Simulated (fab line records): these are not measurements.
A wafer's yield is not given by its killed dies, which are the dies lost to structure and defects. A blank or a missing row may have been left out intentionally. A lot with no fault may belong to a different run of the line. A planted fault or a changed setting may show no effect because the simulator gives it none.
The tool behind it: which one? || flow sky130 || 14 lots with 42 wafers sampled at 3 steps, on a route of 708 steps

## WHAT THE GAUGES SHOWED, per wafer
SKY_LI_CONTACT_THK_MEAS_01. Usual: LI_CONTACT_HDPCVD_THK 936 nm, standard deviation 9.9.
{"lot": "L825", "measured": "day 28 07:04", "on": "film metro-02", "LI_CONTACT_HDPCVD_THK (nm)": "946 943 943", "flag": ""}
{"lot": "L826", "measured": "day 28 14:30", "on": "film metro-03", "LI_CONTACT_HDPCVD_THK (nm)": "936 932 931", "flag": ""}
{"lot": "L827", "measured": "day 28 17:31", "on": "film metro-01", "LI_CONTACT_HDPCVD_THK (nm)": "921 925 927", "flag": ""}
{"lot": "L828", "measured": "day 29 04:41", "on": "film metro-01", "LI_CONTACT_HDPCVD_THK (nm)": "933 921 933", "flag": ""}
{"lot": "L829", "measured": "day 29 20:19", "on": "film metro-02", "LI_CONTACT_HDPCVD_THK (nm)": "918 917 928", "flag": ""}
{"lot": "L830", "measured": "day 30 03:26", "on": "film metro-01", "LI_CONTACT_HDPCVD_THK (nm)": "916 937 940", "flag": ""}
{"lot": "L833", "measured": "day 31 13:25", "on": "film metro-03", "LI_CONTACT_HDPCVD_THK (nm)": "942 946 936", "flag": ""}
{"lot": "L834", "measured": "day 31 13:28", "on": "film metro-01", "LI_CONTACT_HDPCVD_THK (nm)": "954 940 953", "flag": ""}
{"lot": "L835", "measured": "day 31 17:16", "on": "film metro-03", "LI_CONTACT_HDPCVD_THK (nm)": "931 940 928", "flag": ""}
{"lot": "L836", "measured": "day 31 22:15", "on": "film metro-02", "LI_CONTACT_HDPCVD_THK (nm)": "934 941 935", "flag": ""}
{"lot": "L837", "measured": "day 32 06:49", "on": "film metro-03", "LI_CONTACT_HDPCVD_THK (nm)": "942 946 935", "flag": ""}
{"lot": "L839", "measured": "day 33 01:19", "on": "film metro-03", "LI_CONTACT_HDPCVD_THK (nm)": "934 925 951", "flag": ""}
{"lot": "L847", "measured": "day 35 12:13", "on": "film metro-02", "LI_CONTACT_HDPCVD_THK (nm)": "929 932 921", "flag": ""}
{"lot": "L848", "measured": "day 35 14:01", "on": "film metro-03", "LI_CONTACT_HDPCVD_THK (nm)": "939 946 935", "flag": ""}

SKY_LI_CONTACT_CD_MEAS_12 targets a cd of 170 nm. Usual: cd nm reads 169.9 nm (standard deviation 1.5).
{"lot": "L825", "measured": "day 29 12:12", "on": "cd sem-02", "cd nm (nm)": "166.9 168.1 169.0", "flag": ""}
{"lot": "L826", "measured": "day 29 18:25", "on": "cd sem-02", "cd nm (nm)": "170.0 170.5 169.0", "flag": ""}
{"lot": "L827", "measured": "day 29 22:55", "on": "cd sem-01", "cd nm (nm)": "169.4 167.5 168.6", "flag": ""}
{"lot": "L828", "measured": "day 30 09:20", "on": "cd sem-02", "cd nm (nm)": "172.1 170.7 170.6", "flag": ""}
{"lot": "L829", "measured": "day 31 00:25", "on": "cd sem-01", "cd nm (nm)": "170.7 169.1 171.5", "flag": ""}
{"lot": "L830", "measured": "day 31 07:11", "on": "cd sem-01", "cd nm (nm)": "173.8 173.5 174.0", "flag": ""}
{"lot": "L833", "measured": "day 32 17:00", "on": "cd sem-01", "cd nm (nm)": "170.3 171.3 170.5", "flag": ""}
{"lot": "L834", "measured": "day 32 17:20", "on": "cd sem-01", "cd nm (nm)": "172.3 172.2 171.6", "flag": ""}
{"lot": "L835", "measured": "day 32 21:37", "on": "cd sem-01", "cd nm (nm)": "172.4 170.3 171.0", "flag": ""}
{"lot": "L836", "measured": "day 33 02:40", "on": "cd sem-01", "cd nm (nm)": "168.3 169.7 167.9", "flag": ""}
{"lot": "L837", "measured": "day 33 10:39", "on": "cd sem-01", "cd nm (nm)": "170.7 170.6 168.4", "flag": ""}
{"lot": "L839", "measured": "day 34 05:04", "on": "cd sem-02", "cd nm (nm)": "168.9 166.5 170.3", "flag": ""}
{"lot": "L847", "measured": "day 36 14:36", "on": "cd sem-02", "cd nm (nm)": "169.9 169.5 171.1", "flag": ""}
{"lot": "L848", "measured": "day 36 17:16", "on": "cd sem-02", "cd nm (nm)": "170.2 170.6 170.5", "flag": ""}

## EACH LOT AND THE TOOL THAT RAN IT (in order: tool; ch and the chambers of the sampled wafers; start)
{"lot": "L825", "SKY_LI_CONTACT_CMP_02": "cmp-02 ch 0,2,3, day 28 07:14"}
{"lot": "L826", "SKY_LI_CONTACT_CMP_02": "cmp-01 ch 0,1, day 28 14:35"}
{"lot": "L827", "SKY_LI_CONTACT_CMP_02": "cmp-02 ch 1,2,3, day 28 17:41"}
{"lot": "L828", "SKY_LI_CONTACT_CMP_02": "cmp-01 ch 1,3, day 29 04:47"}
{"lot": "L829", "SKY_LI_CONTACT_CMP_02": "cmp-01 ch 0,1,3, day 29 20:31"}
{"lot": "L830", "SKY_LI_CONTACT_CMP_02": "cmp-02 ch 1,2, day 30 03:28"}
{"lot": "L833", "SKY_LI_CONTACT_CMP_02": "cmp-02 ch 0,1,3, day 31 13:32"}
{"lot": "L834", "SKY_LI_CONTACT_CMP_02": "cmp-02 ch 1,3, day 31 13:47"}
{"lot": "L835", "SKY_LI_CONTACT_CMP_02": "cmp-01 ch 0,1,2, day 31 17:19"}
{"lot": "L836", "SKY_LI_CONTACT_CMP_02": "cmp-02 ch 0,1, day 31 22:19"}
{"lot": "L837", "SKY_LI_CONTACT_CMP_02": "cmp-01 ch 0,1,2, day 32 06:56"}
{"lot": "L839", "SKY_LI_CONTACT_CMP_02": "cmp-01 ch 0,2, day 33 01:25"}
{"lot": "L847", "SKY_LI_CONTACT_CMP_02": "cmp-02 ch 0,1,2, day 35 12:19"}
{"lot": "L848", "SKY_LI_CONTACT_CMP_02": "cmp-01 ch 0,1,2, day 35 14:04"}
- SKY_LI_CONTACT_CMP_02: polishes PSG.

## WHAT THE TOOLS THEMSELVES READ (means of the sampled wafers that have a number; where no wafer has one, the mark that the record gives instead)
SKY_LI_CONTACT_CMP_02. Usual: motor current A 12.7 A, standard deviation 1.1; slurry flow ml min 150.0, standard deviation 0.5; time to endpoint s 34.3 s, standard deviation 2.9.
{"lot": "L825", "tool": "cmp-02", "motor current A (A)": 12.4, "slurry flow ml min": 150.2, "time to endpoint s (s)": 31.0, "flag": ""}
{"lot": "L826", "tool": "cmp-01", "motor current A (A)": 13.8, "slurry flow ml min": 149.8, "time to endpoint s (s)": 29.9, "flag": ""}
{"lot": "L827", "tool": "cmp-02", "motor current A (A)": 12.2, "slurry flow ml min": 149.8, "time to endpoint s (s)": 31.3, "flag": ""}
{"lot": "L828", "tool": "cmp-01", "motor current A (A)": 12.9, "slurry flow ml min": 150.0, "time to endpoint s (s)": 33.8, "flag": ""}
{"lot": "L829", "tool": "cmp-01", "motor current A (A)": 13.6, "slurry flow ml min": 149.8, "time to endpoint s (s)": 34.5, "flag": ""}
{"lot": "L830", "tool": "cmp-02", "motor current A (A)": 11.5, "slurry flow ml min": 150.5, "time to endpoint s (s)": 39.1, "flag": ""}
{"lot": "L833", "tool": "cmp-02", "motor current A (A)": 13.0, "slurry flow ml min": 150.7, "time to endpoint s (s)": 33.2, "flag": ""}
{"lot": "L834", "tool": "cmp-02", "motor current A (A)": 11.9, "slurry flow ml min": 150.5, "time to endpoint s (s)": 37.2, "flag": ""}
{"lot": "L835", "tool": "cmp-01", "motor current A (A)": 13.0, "slurry flow ml min": 150.3, "time to endpoint s (s)": 31.3, "flag": ""}
{"lot": "L836", "tool": "cmp-02", "motor current A (A)": 11.9, "slurry flow ml min": 150.5, "time to endpoint s (s)": 36.8, "flag": ""}
{"lot": "L837", "tool": "cmp-01", "motor current A (A)": 13.1, "slurry flow ml min": 150.0, "time to endpoint s (s)": 33.4, "flag": ""}
{"lot": "L839", "tool": "cmp-01", "motor current A (A)": 12.6, "slurry flow ml min": 149.8, "time to endpoint s (s)": 33.5, "flag": ""}
{"lot": "L847", "tool": "cmp-02", "motor current A (A)": 11.9, "slurry flow ml min": 150.1, "time to endpoint s (s)": 33.0, "flag": ""}
{"lot": "L848", "tool": "cmp-01", "motor current A (A)": 13.5, "slurry flow ml min": 149.9, "time to endpoint s (s)": 32.1, "flag": ""}

## THE ANSWER, worked out from the rows above alone
Rule: a lot is off if the mean of its wafers that have a number lies more than 3 standard deviations from the usual mean. A lot without any number at a reading at which 4 lots or more have one is off too. All remaining lots with rows at the step are treated as sound. Order of review: gauges by route order, followed by the tools' own readings, for which a lot's mean as printed above is used. The first step at which some lot is off is used, and at that step the reading that is off furthest; a lot without a number counts as furthest.
No lot is off at any reading shown: from this, nothing can be told.

## WHAT THE SIMULATOR HAD PUT IN
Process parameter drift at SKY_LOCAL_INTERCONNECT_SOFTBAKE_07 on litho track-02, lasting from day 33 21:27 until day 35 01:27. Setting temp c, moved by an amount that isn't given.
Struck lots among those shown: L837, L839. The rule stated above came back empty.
